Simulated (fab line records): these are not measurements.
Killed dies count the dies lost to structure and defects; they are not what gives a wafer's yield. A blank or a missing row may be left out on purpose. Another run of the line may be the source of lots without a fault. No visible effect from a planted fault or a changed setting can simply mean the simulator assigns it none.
fab line records / flow sky130
[record] lots = 14 wafers = 42 last-day = 50
route steps=708 shown SD_P@327 RES_XHIGH@341 SD_N@346
lots that met no fault: taken from a fault-free run of the same line
start-h: hours from the record's first day to the start of the lot's first wafer shown / wait-h: time in hours since the lot's previous step / " the same as in the row above / L1.1+2: one row covering several wafers at once / - no value, or no start given / * or withheld: withheld / < > ~ a bound
route shown NAME@n: names a module that has steps shown in the file, with the first one's number in the route / usual: the fault-free wafers' mean and standard deviation / same: alike in all rows / chamber/n: place in a boat / sites: the reading at each site / _std_site: standard deviation of those values / _edge_site: outer sites' mean less inner sites' / radius-mm: how far each site lies from the wafer's centre / mask NAME#n: copy n / behind: tool/chamber where the wafer was last shaped / hold: the reason the lot was held/the length of the hold in hours/how it ended / device: the transistor (n, p or np) that didn't switch / end of line: the route-end tests of the same wafers / a step given without rows: its recipe and nothing more / killed: count of dies lost to structure and defects at first sort (not the wafer's yield) / map: per-die view of a wafer (x killed, . not killed, _ where there is no die)
set.NAME: the run value of the setting; set.NAME@STEP: its run value at that earlier step / model.NAME: the simulator's own value behind a step, which no gauge read
steps of the route over a sample of lots; a table a step, a row a wafer
services: the hour from which a tool's chamber was out of use, counted from the record's first day as start-h (under 0 if before that day), plus the number of hours and why
[[steps]]
[step SKY_SD_P_CD_MEAS_07]
[recipe] target-cd-nm = 380
[usual] cd-nm = 380.2/2.6
lot.wafer=L765.1 tool=cd-sem-01 chamber=- start-h=606.02 wait-h=0.1 cd-nm=381.9
lot.wafer=L765.3 tool=cd-sem-01 chamber=- start-h=606.02 wait-h=0.1 cd-nm=385.1
lot.wafer=L765.5 tool=cd-sem-01 chamber=- start-h=606.02 wait-h=0.1 cd-nm=382.7
lot.wafer=L768.2 tool=cd-sem-01 chamber=- start-h=641.24 wait-h=0.1 cd-nm=381.5
lot.wafer=L768.3 tool=cd-sem-01 chamber=- start-h=641.24 wait-h=0.1 cd-nm=380.5
lot.wafer=L768.4 tool=cd-sem-01 chamber=- start-h=641.24 wait-h=0.1 cd-nm=381.0
lot.wafer=L769.2 tool=cd-sem-02 chamber=- start-h=646.29 wait-h=0.1 cd-nm=377.9
lot.wafer=L769.3 tool=cd-sem-02 chamber=- start-h=646.29 wait-h=0.1 cd-nm=376.3
lot.wafer=L769.5 tool=cd-sem-02 chamber=- start-h=646.29 wait-h=0.1 cd-nm=377.7
lot.wafer=L772.2 tool=cd-sem-01 chamber=- start-h=655.89 wait-h=0.1 cd-nm=378.8
lot.wafer=L772.3 tool=cd-sem-01 chamber=- start-h=655.89 wait-h=0.1 cd-nm=374.9
lot.wafer=L772.4 tool=cd-sem-01 chamber=- start-h=655.89 wait-h=0.1 cd-nm=375.6
lot.wafer=L770.3 tool=cd-sem-01 chamber=- start-h=658.46 wait-h=0.1 cd-nm=380.0
lot.wafer=L770.5 tool=cd-sem-01 chamber=- start-h=658.46 wait-h=0.1 cd-nm=379.1
lot.wafer=L770.6 tool=cd-sem-01 chamber=- start-h=658.46 wait-h=0.1 cd-nm=379.3
lot.wafer=L773.3 tool=cd-sem-02 chamber=- start-h=664.78 wait-h=0.1 cd-nm=383.9
lot.wafer=L773.4 tool=cd-sem-02 chamber=- start-h=664.78 wait-h=0.1 cd-nm=383.8
lot.wafer=L773.6 tool=cd-sem-02 chamber=- start-h=664.78 wait-h=0.1 cd-nm=384.2
lot.wafer=L775.1 tool=cd-sem-02 chamber=- start-h=688.67 wait-h=0.1 cd-nm=383.2
lot.wafer=L775.3 tool=cd-sem-02 chamber=- start-h=688.67 wait-h=0.1 cd-nm=382.1
lot.wafer=L775.6 tool=cd-sem-02 chamber=- start-h=688.67 wait-h=0.1 cd-nm=384.6
lot.wafer=L777.1 tool=cd-sem-02 chamber=- start-h=693.56 wait-h=0.1 cd-nm=374.8
lot.wafer=L777.2 tool=cd-sem-02 chamber=- start-h=693.56 wait-h=0.1 cd-nm=377.2
lot.wafer=L777.4 tool=cd-sem-02 chamber=- start-h=693.56 wait-h=0.1 cd-nm=376.6
lot.wafer=L778.3 tool=cd-sem-02 chamber=- start-h=704.37 wait-h=0.1 cd-nm=376.1
lot.wafer=L778.5 tool=cd-sem-02 chamber=- start-h=704.37 wait-h=0.1 cd-nm=375.0
lot.wafer=L778.6 tool=cd-sem-02 chamber=- start-h=704.37 wait-h=0.1 cd-nm=376.6
lot.wafer=L782.2 tool=cd-sem-02 chamber=- start-h=737.85 wait-h=0.1 cd-nm=384.2
lot.wafer=L782.3 tool=cd-sem-02 chamber=- start-h=737.85 wait-h=0.1 cd-nm=385.3
lot.wafer=L782.6 tool=cd-sem-02 chamber=- start-h=737.85 wait-h=0.1 cd-nm=383.3
lot.wafer=L783.2 tool=cd-sem-01 chamber=- start-h=745.35 wait-h=0.1 cd-nm=376.4
lot.wafer=L783.4 tool=cd-sem-01 chamber=- start-h=745.35 wait-h=0.1 cd-nm=378.9
lot.wafer=L783.6 tool=cd-sem-01 chamber=- start-h=745.35 wait-h=0.1 cd-nm=373.3
lot.wafer=L785.2 tool=cd-sem-01 chamber=- start-h=763.07 wait-h=0.2 cd-nm=380.8
lot.wafer=L785.4 tool=cd-sem-01 chamber=- start-h=763.07 wait-h=0.2 cd-nm=379.1
lot.wafer=L785.5 tool=cd-sem-01 chamber=- start-h=763.07 wait-h=0.2 cd-nm=379.1
lot.wafer=L786.1 tool=cd-sem-02 chamber=- start-h=768.92 wait-h=0.1 cd-nm=380.3
lot.wafer=L786.5 tool=cd-sem-02 chamber=- start-h=768.92 wait-h=0.1 cd-nm=381.3
lot.wafer=L786.6 tool=cd-sem-02 chamber=- start-h=768.92 wait-h=0.1 cd-nm=377.6
lot.wafer=L787.2 tool=cd-sem-02 chamber=- start-h=772.44 wait-h=0.1 cd-nm=377.8
lot.wafer=L787.5 tool=cd-sem-02 chamber=- start-h=772.44 wait-h=0.1 cd-nm=379.0
lot.wafer=L787.6 tool=cd-sem-02 chamber=- start-h=772.44 wait-h=0.1 cd-nm=377.2
[step SKY_RES_XHIGH_TW_MEAS_09]
[usual] RES_XHIGH_TW = 1635/15
lot.wafer=L765.1 tool=film-metro-02 chamber=- start-h=635.82 wait-h=0.1 RES_XHIGH_TW=1648
lot.wafer=L765.3 tool=film-metro-02 chamber=- start-h=635.82 wait-h=0.1 RES_XHIGH_TW=1659
lot.wafer=L765.5 tool=film-metro-02 chamber=- start-h=635.82 wait-h=0.1 RES_XHIGH_TW=1661
lot.wafer=L768.2 tool=film-metro-04 chamber=- start-h=669.98 wait-h=0.1 RES_XHIGH_TW=1648
lot.wafer=L768.3 tool=film-metro-04 chamber=- start-h=669.98 wait-h=0.1 RES_XHIGH_TW=1642
lot.wafer=L768.4 tool=film-metro-04 chamber=- start-h=669.98 wait-h=0.1 RES_XHIGH_TW=1651
lot.wafer=L769.2 tool=film-metro-04 chamber=- start-h=674.78 wait-h=0.1 RES_XHIGH_TW=1623
lot.wafer=L769.3 tool=film-metro-04 chamber=- start-h=674.78 wait-h=0.1 RES_XHIGH_TW=1620
lot.wafer=L769.5 tool=film-metro-04 chamber=- start-h=674.78 wait-h=0.1 RES_XHIGH_TW=1624
lot.wafer=L772.2 tool=film-metro-01 chamber=- start-h=683.53 wait-h=0.1 RES_XHIGH_TW=1624
lot.wafer=L772.3 tool=film-metro-01 chamber=- start-h=683.53 wait-h=0.1 RES_XHIGH_TW=1617
lot.wafer=L772.4 tool=film-metro-01 chamber=- start-h=683.53 wait-h=0.1 RES_XHIGH_TW=1618
lot.wafer=L770.3 tool=film-metro-02 chamber=- start-h=685.33 wait-h=0.1 RES_XHIGH_TW=1650
lot.wafer=L770.5 tool=film-metro-02 chamber=- start-h=685.33 wait-h=0.1 RES_XHIGH_TW=1652
lot.wafer=L770.6 tool=film-metro-02 chamber=- start-h=685.33 wait-h=0.1 RES_XHIGH_TW=1639
lot.wafer=L773.3 tool=film-metro-02 chamber=- start-h=690.74 wait-h=0.1 RES_XHIGH_TW=1648
lot.wafer=L773.4 tool=film-metro-02 chamber=- start-h=690.74 wait-h=0.1 RES_XHIGH_TW=1644
lot.wafer=L773.6 tool=film-metro-02 chamber=- start-h=690.74 wait-h=0.1 RES_XHIGH_TW=1654
lot.wafer=L775.1 tool=film-metro-02 chamber=- start-h=718.13 wait-h=0.1 RES_XHIGH_TW=1647
lot.wafer=L775.3 tool=film-metro-02 chamber=- start-h=718.13 wait-h=0.1 RES_XHIGH_TW=1660
lot.wafer=L775.6 tool=film-metro-02 chamber=- start-h=718.13 wait-h=0.1 RES_XHIGH_TW=1647
lot.wafer=L777.1 tool=film-metro-04 chamber=- start-h=722.32 wait-h=0.1 RES_XHIGH_TW=1636
lot.wafer=L777.2 tool=film-metro-04 chamber=- start-h=722.32 wait-h=0.1 RES_XHIGH_TW=1632
lot.wafer=L777.4 tool=film-metro-04 chamber=- start-h=722.32 wait-h=0.1 RES_XHIGH_TW=1635
lot.wafer=L778.3 tool=film-metro-04 chamber=- start-h=733.44 wait-h=0.1 RES_XHIGH_TW=1638
lot.wafer=L778.5 tool=film-metro-04 chamber=- start-h=733.44 wait-h=0.1 RES_XHIGH_TW=1636
lot.wafer=L778.6 tool=film-metro-04 chamber=- start-h=733.44 wait-h=0.1 RES_XHIGH_TW=1638
lot.wafer=L782.2 tool=film-metro-02 chamber=- start-h=765.93 wait-h=0.1 RES_XHIGH_TW=1644
lot.wafer=L782.3 tool=film-metro-02 chamber=- start-h=765.93 wait-h=0.1 RES_XHIGH_TW=1645
lot.wafer=L782.6 tool=film-metro-02 chamber=- start-h=765.93 wait-h=0.1 RES_XHIGH_TW=1642
lot.wafer=L783.2 tool=film-metro-04 chamber=- start-h=772.38 wait-h=0.1 RES_XHIGH_TW=1637
lot.wafer=L783.4 tool=film-metro-04 chamber=- start-h=772.38 wait-h=0.1 RES_XHIGH_TW=1641
lot.wafer=L783.6 tool=film-metro-04 chamber=- start-h=772.38 wait-h=0.1 RES_XHIGH_TW=1638
lot.wafer=L785.2 tool=film-metro-01 chamber=- start-h=790.03 wait-h=0.1 RES_XHIGH_TW=1621
lot.wafer=L785.4 tool=film-metro-01 chamber=- start-h=790.03 wait-h=0.1 RES_XHIGH_TW=1615
lot.wafer=L785.5 tool=film-metro-01 chamber=- start-h=790.03 wait-h=0.1 RES_XHIGH_TW=1617
lot.wafer=L786.1 tool=film-metro-04 chamber=- start-h=795.62 wait-h=0.1 RES_XHIGH_TW=1642
lot.wafer=L786.5 tool=film-metro-04 chamber=- start-h=795.62 wait-h=0.1 RES_XHIGH_TW=1633
lot.wafer=L786.6 tool=film-metro-04 chamber=- start-h=795.62 wait-h=0.1 RES_XHIGH_TW=1635
lot.wafer=L787.2 tool=film-metro-01 chamber=- start-h=798.88 wait-h=0.1 RES_XHIGH_TW=1613
lot.wafer=L787.5 tool=film-metro-01 chamber=- start-h=798.88 wait-h=0.1 RES_XHIGH_TW=1620
lot.wafer=L787.6 tool=film-metro-01 chamber=- start-h=798.88 wait-h=0.1 RES_XHIGH_TW=1623
[step SKY_SD_N_EXPOSE_04]
[recipe] mask-id = NSDM na = 0.6 source-shape = conventional sigma-outer = 0.6 polarization = unpolarized target-cd-nm = 380 dose-mj = 141
[usual] exposure-dose-mJ-cm2 = 141.6/0.75 focus-offset-nm = 0.0/0.57 na = 0.6/0
lot.wafer=L765.1 tool=iline-stepper-01 chamber=0 start-h=650.79 wait-h=- mask=NSDM#0 exposure-dose-mJ-cm2=142.1 focus-offset-nm=-0.9 na=0.6
lot.wafer=L765.3 tool=iline-stepper-01 chamber=0 start-h=650.79 wait-h=- mask=NSDM#0 exposure-dose-mJ-cm2=142.3 focus-offset-nm=0.0 na=0.6
lot.wafer=L765.5 tool=iline-stepper-01 chamber=0 start-h=650.79 wait-h=- mask=NSDM#0 exposure-dose-mJ-cm2=142.3 focus-offset-nm=0.2 na=0.6
lot.wafer=L768.2 tool=iline-stepper-01 chamber=0 start-h=683.27 wait-h=- mask=NSDM#0 exposure-dose-mJ-cm2=142.4 focus-offset-nm=0.1 na=0.6
lot.wafer=L768.3 tool=iline-stepper-01 chamber=0 start-h=683.27 wait-h=- mask=NSDM#0 exposure-dose-mJ-cm2=142.5 focus-offset-nm=-0.3 na=0.6
lot.wafer=L768.4 tool=iline-stepper-01 chamber=0 start-h=683.27 wait-h=- mask=NSDM#0 exposure-dose-mJ-cm2=142.3 focus-offset-nm=0.8 na=0.6
lot.wafer=L769.2 tool=iline-stepper-02 chamber=0 start-h=688.03 wait-h=- mask=NSDM#0 exposure-dose-mJ-cm2=141.0 focus-offset-nm=0.2 na=0.6
lot.wafer=L769.3 tool=iline-stepper-02 chamber=0 start-h=688.03 wait-h=- mask=NSDM#0 exposure-dose-mJ-cm2=140.9 focus-offset-nm=1.0 na=0.6
lot.wafer=L769.5 tool=iline-stepper-02 chamber=0 start-h=688.03 wait-h=- mask=NSDM#0 exposure-dose-mJ-cm2=140.8 focus-offset-nm=0.2 na=0.6
lot.wafer=L772.2 tool=iline-stepper-02 chamber=0 start-h=698.45 wait-h=- mask=NSDM#0 exposure-dose-mJ-cm2=141.0 focus-offset-nm=-0.7 na=0.6
lot.wafer=L772.3 tool=iline-stepper-02 chamber=0 start-h=698.45 wait-h=- mask=NSDM#0 exposure-dose-mJ-cm2=140.8 focus-offset-nm=-0.1 na=0.6
lot.wafer=L772.4 tool=iline-stepper-02 chamber=0 start-h=698.45 wait-h=- mask=NSDM#0 exposure-dose-mJ-cm2=141.1 focus-offset-nm=-0.5 na=0.6
lot.wafer=L770.3 tool=iline-stepper-02 chamber=0 start-h=699.95 wait-h=- mask=NSDM#0 exposure-dose-mJ-cm2=140.9 focus-offset-nm=-0.5 na=0.6
lot.wafer=L770.5 tool=iline-stepper-02 chamber=0 start-h=699.95 wait-h=- mask=NSDM#0 exposure-dose-mJ-cm2=141.0 focus-offset-nm=-0.2 na=0.6
lot.wafer=L770.6 tool=iline-stepper-02 chamber=0 start-h=699.95 wait-h=- mask=NSDM#0 exposure-dose-mJ-cm2=140.9 focus-offset-nm=-0.3 na=0.6
lot.wafer=L773.3 tool=iline-stepper-01 chamber=0 start-h=705.31 wait-h=- mask=NSDM#0 exposure-dose-mJ-cm2=142.1 focus-offset-nm=-0.9 na=0.6
lot.wafer=L773.4 tool=iline-stepper-01 chamber=0 start-h=705.31 wait-h=- mask=NSDM#0 exposure-dose-mJ-cm2=142.3 focus-offset-nm=-0.6 na=0.6
lot.wafer=L773.6 tool=iline-stepper-01 chamber=0 start-h=705.31 wait-h=- mask=NSDM#0 exposure-dose-mJ-cm2=142.5 focus-offset-nm=-1.0 na=0.6
lot.wafer=L775.1 tool=iline-stepper-02 chamber=0 start-h=731.98 wait-h=- mask=NSDM#0 exposure-dose-mJ-cm2=140.9 focus-offset-nm=1.2 na=0.6
lot.wafer=L775.3 tool=iline-stepper-02 chamber=0 start-h=731.98 wait-h=- mask=NSDM#0 exposure-dose-mJ-cm2=140.7 focus-offset-nm=0.8 na=0.6
lot.wafer=L775.6 tool=iline-stepper-02 chamber=0 start-h=731.98 wait-h=- mask=NSDM#0 exposure-dose-mJ-cm2=141.1 focus-offset-nm=-0.1 na=0.6
lot.wafer=L777.1 tool=iline-stepper-02 chamber=0 start-h=736.28 wait-h=- mask=NSDM#0 exposure-dose-mJ-cm2=140.7 focus-offset-nm=0.4 na=0.6
lot.wafer=L777.2 tool=iline-stepper-02 chamber=0 start-h=736.28 wait-h=- mask=NSDM#0 exposure-dose-mJ-cm2=140.8 focus-offset-nm=-0.2 na=0.6
lot.wafer=L777.4 tool=iline-stepper-02 chamber=0 start-h=736.28 wait-h=- mask=NSDM#0 exposure-dose-mJ-cm2=140.9 focus-offset-nm=-0.1 na=0.6
lot.wafer=L778.3 tool=iline-stepper-01 chamber=0 start-h=747.09 wait-h=- mask=NSDM#0 exposure-dose-mJ-cm2=142.4 focus-offset-nm=-0.7 na=0.6
lot.wafer=L778.5 tool=iline-stepper-01 chamber=0 start-h=747.09 wait-h=- mask=NSDM#0 exposure-dose-mJ-cm2=142.2 focus-offset-nm=-0.5 na=0.6
lot.wafer=L778.6 tool=iline-stepper-01 chamber=0 start-h=747.09 wait-h=- mask=NSDM#0 exposure-dose-mJ-cm2=142.3 focus-offset-nm=-0.8 na=0.6
lot.wafer=L782.2 tool=iline-stepper-02 chamber=0 start-h=779.36 wait-h=- mask=NSDM#0 exposure-dose-mJ-cm2=140.5 focus-offset-nm=-0.4 na=0.6
lot.wafer=L782.3 tool=iline-stepper-02 chamber=0 start-h=779.36 wait-h=- mask=NSDM#0 exposure-dose-mJ-cm2=140.6 focus-offset-nm=-0.3 na=0.6
lot.wafer=L782.6 tool=iline-stepper-02 chamber=0 start-h=779.36 wait-h=- mask=NSDM#0 exposure-dose-mJ-cm2=140.8 focus-offset-nm=-0.3 na=0.6
lot.wafer=L783.2 tool=iline-stepper-01 chamber=0 start-h=785.32 wait-h=- mask=NSDM#0 exposure-dose-mJ-cm2=142.5 focus-offset-nm=-0.7 na=0.6
lot.wafer=L783.4 tool=iline-stepper-01 chamber=0 start-h=785.32 wait-h=- mask=NSDM#0 exposure-dose-mJ-cm2=142.4 focus-offset-nm=-0.2 na=0.6
lot.wafer=L783.6 tool=iline-stepper-01 chamber=0 start-h=785.32 wait-h=- mask=NSDM#0 exposure-dose-mJ-cm2=142.3 focus-offset-nm=-0.6 na=0.6
lot.wafer=L785.2 tool=iline-stepper-01 chamber=- start-h=803.63 wait-h=- mask=NSDM#0 exposure-dose-mJ-cm2=- focus-offset-nm=- na=-
lot.wafer=L785.4 tool=iline-stepper-01 chamber=- start-h=803.63 wait-h=- mask=NSDM#0 exposure-dose-mJ-cm2=- focus-offset-nm=- na=-
lot.wafer=L785.5 tool=iline-stepper-01 chamber=- start-h=803.63 wait-h=- mask=NSDM#0 exposure-dose-mJ-cm2=- focus-offset-nm=- na=-
lot.wafer=L786.1 tool=iline-stepper-02 chamber=- start-h=809.69 wait-h=- mask=NSDM#0 exposure-dose-mJ-cm2=- focus-offset-nm=- na=-
lot.wafer=L786.5 tool=iline-stepper-02 chamber=- start-h=809.69 wait-h=- mask=NSDM#0 exposure-dose-mJ-cm2=- focus-offset-nm=- na=-
lot.wafer=L786.6 tool=iline-stepper-02 chamber=- start-h=809.69 wait-h=- mask=NSDM#0 exposure-dose-mJ-cm2=- focus-offset-nm=- na=-
lot.wafer=L787.2 tool=iline-stepper-02 chamber=0 start-h=812.28 wait-h=- mask=NSDM#0 exposure-dose-mJ-cm2=140.9 focus-offset-nm=-0.1 na=0.6
lot.wafer=L787.5 tool=iline-stepper-02 chamber=0 start-h=812.28 wait-h=- mask=NSDM#0 exposure-dose-mJ-cm2=140.9 focus-offset-nm=0.5 na=0.6
lot.wafer=L787.6 tool=iline-stepper-02 chamber=0 start-h=812.28 wait-h=- mask=NSDM#0 exposure-dose-mJ-cm2=141.0 focus-offset-nm=-1.0 na=0.6
[step SKY_SD_N_OVL_MEAS_08]
[usual] SD_N_OVL = 0.0/1.2
lot.wafer=L765.1 tool=overlay-01 chamber=- start-h=664.74 wait-h=0.1 SD_N_OVL[nm]=-0.6
lot.wafer=L765.3 tool=overlay-01 chamber=- start-h=664.74 wait-h=0.1 SD_N_OVL[nm]=1.1
lot.wafer=L765.5 tool=overlay-01 chamber=- start-h=664.74 wait-h=0.1 SD_N_OVL[nm]=0.0
lot.wafer=L768.2 tool=overlay-01 chamber=- start-h=697.95 wait-h=0.1 SD_N_OVL[nm]=0.4
lot.wafer=L768.3 tool=overlay-01 chamber=- start-h=697.95 wait-h=0.1 SD_N_OVL[nm]=0.0
lot.wafer=L768.4 tool=overlay-01 chamber=- start-h=697.95 wait-h=0.1 SD_N_OVL[nm]=0.7
lot.wafer=L769.2 tool=overlay-01 chamber=- start-h=702.15 wait-h=0.1 SD_N_OVL[nm]=2.5
lot.wafer=L769.3 tool=overlay-01 chamber=- start-h=702.15 wait-h=0.1 SD_N_OVL[nm]=2.5
lot.wafer=L769.5 tool=overlay-01 chamber=- start-h=702.15 wait-h=0.1 SD_N_OVL[nm]=0.1
lot.wafer=L772.2 tool=overlay-01 chamber=- start-h=712.46 wait-h=0.1 SD_N_OVL[nm]=-1.2
lot.wafer=L772.3 tool=overlay-01 chamber=- start-h=712.46 wait-h=0.1 SD_N_OVL[nm]=-0.3
lot.wafer=L772.4 tool=overlay-01 chamber=- start-h=712.46 wait-h=0.1 SD_N_OVL[nm]=-2.5
lot.wafer=L770.3 tool=overlay-01 chamber=- start-h=714.00 wait-h=0.1 SD_N_OVL[nm]=1.3
lot.wafer=L770.5 tool=overlay-01 chamber=- start-h=714.00 wait-h=0.1 SD_N_OVL[nm]=2.1
lot.wafer=L770.6 tool=overlay-01 chamber=- start-h=714.00 wait-h=0.1 SD_N_OVL[nm]=2.4
lot.wafer=L773.3 tool=overlay-02 chamber=- start-h=719.65 wait-h=0.1 SD_N_OVL[nm]=-0.4
lot.wafer=L773.4 tool=overlay-02 chamber=- start-h=719.65 wait-h=0.1 SD_N_OVL[nm]=1.2
lot.wafer=L773.6 tool=overlay-02 chamber=- start-h=719.65 wait-h=0.1 SD_N_OVL[nm]=-1.4
lot.wafer=L775.1 tool=overlay-01 chamber=- start-h=746.10 wait-h=0.1 SD_N_OVL[nm]=-0.9
lot.wafer=L775.3 tool=overlay-01 chamber=- start-h=746.10 wait-h=0.1 SD_N_OVL[nm]=-1.5
lot.wafer=L775.6 tool=overlay-01 chamber=- start-h=746.10 wait-h=0.1 SD_N_OVL[nm]=-0.1
lot.wafer=L777.1 tool=overlay-02 chamber=- start-h=749.80 wait-h=0.1 SD_N_OVL[nm]=-0.4
lot.wafer=L777.2 tool=overlay-02 chamber=- start-h=749.80 wait-h=0.1 SD_N_OVL[nm]=-0.8
lot.wafer=L777.4 tool=overlay-02 chamber=- start-h=749.80 wait-h=0.1 SD_N_OVL[nm]=-1.4
lot.wafer=L778.3 tool=overlay-02 chamber=- start-h=760.36 wait-h=0.1 SD_N_OVL[nm]=-0.1
lot.wafer=L778.5 tool=overlay-02 chamber=- start-h=760.36 wait-h=0.1 SD_N_OVL[nm]=-1.0
lot.wafer=L778.6 tool=overlay-02 chamber=- start-h=760.36 wait-h=0.1 SD_N_OVL[nm]=-0.2
lot.wafer=L782.2 tool=overlay-01 chamber=- start-h=792.31 wait-h=0.1 SD_N_OVL[nm]=-1.7
lot.wafer=L782.3 tool=overlay-01 chamber=- start-h=792.31 wait-h=0.1 SD_N_OVL[nm]=-0.2
lot.wafer=L782.6 tool=overlay-01 chamber=- start-h=792.31 wait-h=0.1 SD_N_OVL[nm]=0.5
lot.wafer=L783.2 tool=overlay-02 chamber=- start-h=798.66 wait-h=0.1 SD_N_OVL[nm]=-0.1
lot.wafer=L783.4 tool=overlay-02 chamber=- start-h=798.66 wait-h=0.1 SD_N_OVL[nm]=1.7
lot.wafer=L783.6 tool=overlay-02 chamber=- start-h=798.66 wait-h=0.1 SD_N_OVL[nm]=-0.5
lot.wafer=L785.2 tool=overlay-02 chamber=- start-h=816.80 wait-h=0.1 SD_N_OVL[nm]=-
lot.wafer=L785.4 tool=overlay-02 chamber=- start-h=816.80 wait-h=0.1 SD_N_OVL[nm]=-
lot.wafer=L785.5 tool=overlay-02 chamber=- start-h=816.80 wait-h=0.1 SD_N_OVL[nm]=-
lot.wafer=L786.1 tool=overlay-02 chamber=- start-h=822.54 wait-h=0.1 SD_N_OVL[nm]=-
lot.wafer=L786.5 tool=overlay-02 chamber=- start-h=822.54 wait-h=0.1 SD_N_OVL[nm]=-
lot.wafer=L786.6 tool=overlay-02 chamber=- start-h=822.54 wait-h=0.1 SD_N_OVL[nm]=-
lot.wafer=L787.2 tool=overlay-01 chamber=- start-h=824.84 wait-h=0.1 SD_N_OVL[nm]=1.0
lot.wafer=L787.5 tool=overlay-01 chamber=- start-h=824.84 wait-h=0.1 SD_N_OVL[nm]=1.4
lot.wafer=L787.6 tool=overlay-01 chamber=- start-h=824.84 wait-h=0.1 SD_N_OVL[nm]=-0.9
[[services]]
tool=iline-stepper-01 chamber=- start-h=687.10 hours=1.7 kind=pm
tool=iline-stepper-02 chamber=0 start-h=711.90 hours=- kind=calibration
tool=iline-stepper-02 chamber=- start-h=718.02 hours=1.7 kind=pm
tool=iline-stepper-01 chamber=- start-h=736.75 hours=1.0 kind=repair
tool=iline-stepper-01 chamber=0 start-h=784.11 hours=- kind=calibration
tool=iline-stepper-01 chamber=- start-h=799.49 hours=3.8 kind=repair
[[key]]
[first-sign] step = SKY_SD_N_EXPOSE_04 reading = tool-record direction = missing
effect none on later readings
met-at SKY_SD_N_EXPOSE_04
struck-lots L785,L786
sort-left-out L785.2,L785.4,L785.5,L786.1,L786.5,L786.6
tester-left-out L785,L786
not-acting-at SKY_SD_P_CD_MEAS_07,SKY_RES_XHIGH_TW_MEAS_09,SKY_SD_N_OVL_MEAS_08
onset-between 785.32 803.63
[fault] kind = skipped-step-whole tool = iline-stepper-01,iline-stepper-02 chamber = - onset-h = 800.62 steps = SKY_SD_N_EXPOSE_04 scope = struck-lots-only
// tester-left-out: of these lots the tester's yield and bins aren't shown, on N5 and GAA mostly nor the transistor test; their killed dies are dies lost to structure and defects alone, not to doping, threshold or leakage, so they don't give the yield
// sort-left-out: the simulated sort isn't trusted on such a fault, so these wafers' sort isn't shown, and their yield isn't known
